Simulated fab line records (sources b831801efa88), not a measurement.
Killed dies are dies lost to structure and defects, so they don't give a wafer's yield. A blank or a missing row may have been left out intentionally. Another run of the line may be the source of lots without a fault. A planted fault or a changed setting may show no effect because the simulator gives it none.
Split-lot study ; flow sfq line ; 23 wafers read across 5 lots, on a route 325 steps long

== ON THE SPLIT ==
At SFQ_TRILAYER_M1_LITHO_COAT_039 (resist thk 600 nm), the setting spin rpm was moved away from the recipe's 3000 rpm on 8 of the 23 wafers read, by -7.4% to +2.1%. The other wafers ran this setting at the recipe's value.

== SPLIT TO READING: what lies between them in the file, 1 step ==
- SFQ_TRILAYER_M1_BARC_OPEN_METAL_ETCH_054: etches BARC in O2, target depth 125 nm, time 41.7 s (also split here: bias w)

== THE READING ==
KrF_of_TRILAYER_M1_LITHO_COAT_039.thk nm (the simulator's own value, which no gauge read), in nm, at SFQ_TRILAYER_M1_ETCH_METAL_ETCH_042 (etches Nb in Cl2/Ar, stops on SiO2, target depth 240 nm, time 120 s). There is no usual value for it anywhere in the file. Here, 15 wafers ran the recipe; their average is 378.7 nm with a standard deviation of 2.9 nm.

wafer;tool, chamber at the split;spin rpm as run, rpm;against the recipe;KrF_of_TRILAYER_M1_LITHO_COAT_039.thk nm, nm;against lot-mates on the recipe
L075.1;litho track-02, 0;2779;-7.4%;400.8;+24.9
L075.3;litho track-02, 0;2779;-7.4%;402.9;+27.0
L075.4;litho track-02, 0;2779;-7.4%;403.8;+27.9
L075.5;litho track-02, 0;3000;recipe;376.7;-
L075.6;litho track-02, 0;3000;recipe;375.1;-
L076.1;litho track-02, 0;3062;+2.1%;370.5;-6.6
L076.2;litho track-02, 0;3062;+2.1%;370.8;-6.3
L076.3;litho track-02, 0;3062;+2.1%;372.3;-4.8
L076.5;litho track-02, 0;3000;recipe;378.7;-
L076.6;litho track-02, 0;3000;recipe;375.5;-
L077.1;litho track-02, 0;2926;-2.5%;388.3;+12.2
L077.2;litho track-02, 0;3000;recipe;376.3;-
L077.3;litho track-02, 0;3000;recipe;373.5;-
L077.4;litho track-02, 0;2926;-2.5%;387.8;+11.7
L077.6;litho track-02, 0;3000;recipe;378.6;-
L080.1;litho track-03, 0;3000;recipe;381.6;-
L080.2;litho track-03, 0;3000;recipe;383.2;-
L080.3;litho track-03, 0;3000;recipe;379.6;-
L080.5;litho track-03, 0;3000;recipe;382.8;-
L080.6;litho track-03, 0;3000;recipe;382.2;-
L082.3;litho track-03, 0;3000;recipe;379.4;-
L082.5;litho track-03, 0;3000;recipe;380.5;-
L082.6;litho track-03, 0;3000;recipe;377;-

THE FIT
A straight line over all 23 wafers: KrF_of_TRILAYER_M1_LITHO_COAT_039.thk nm changes by -3.3 nm for each +1% of spin rpm; r = -0.96; the points scatter about the line by 2.6 nm.
The same after taking each lot's own level away (the mean of its wafers on the recipe; 23 wafers): -3.58 nm for each +1%; r = -0.99; scatter 1.7 nm.
On that fit, the largest move of spin rpm shifts the reading by 26 nm.
The span of the lots' own levels, 375.90 to 381.88 nm, comes to 2.1 times the standard deviation stated above.
Hence the lot-to-lot level has little effect on the slope; both slopes agree.
Check: +27.7 nm against its lot-mates is what the line predicts for one of the wafers moved furthest among these (-7.4%) when that wafer is left out of the fit. Against them it came out at +24.9 nm.

== THE OTHER SPLITS THESE WAFERS WENT THROUGH ==
Other splits were also applied to these wafers ahead of the reading. Each is held against what the fit with the lots' levels taken away leaves over:
other split on the same wafers;wafers away from the commonest value;r with KrF_of_TRILAYER_M1_LITHO_COAT_039.thk nm (lot level and that fit taken away)
SFQ_TRILAYER_L0_DEP_SPUTTER_003 time s;9;+0.18
SFQ_TRILAYER_L0_LITHO_EXPOSE_006 dose mj;9;-0.24
SFQ_TRILAYER_M0_DEP_SPUTTER_019 power w;7;-0.03
SFQ_TRILAYER_M0_LITHO_EXPOSE_022 dose mj;10;-0.11
SFQ_TRILAYER_M0_ETCH_METAL_ETCH_024 pressure mtorr;15;+0.08
SFQ_TRILAYER_I0_VIA_LITHO_COAT_036 resist thk nm;9;+0.20
SFQ_TRILAYER_I0_VIA_LITHO_PEB_034 peb time s;5;+0.12
SFQ_TRILAYER_M1_BARC_OPEN_METAL_ETCH_054 bias w;10;-0.48

== THE WHOLE CHAIN: every reading that the file lists as answering this split, in the file's order ==
step;what it does;reading;change (the file's fit);r (the file's)
SFQ_TRILAYER_M1_LITHO_COAT_039;resist thk 600 nm;KrF_of_TRILAYER_M1_LITHO_COAT_039.thk nm (the simulator's own value, which no gauge read);-3.44 nm for each +1% of the setting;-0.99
SFQ_TRILAYER_M1_BARC_OPEN_METAL_ETCH_054;etches BARC in O2, target depth 125 nm, time 41.7 s;KrF_of_TRILAYER_M1_LITHO_COAT_039.thk nm (the simulator's own value, which no gauge read);-3.46 nm for each +1% of the setting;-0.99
SFQ_TRILAYER_M1_ETCH_METAL_ETCH_042;etches Nb in Cl2/Ar, stops on SiO2, target depth 240 nm, time 120 s;KrF_of_TRILAYER_M1_LITHO_COAT_039.thk nm (the simulator's own value, which no gauge read);-3.68 nm for each +1% of the setting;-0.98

== FILE'S OWN FIT ==
KrF_of_TRILAYER_M1_LITHO_COAT_039.thk nm changes by -3.68 nm for each +1% of spin rpm, r = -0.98.
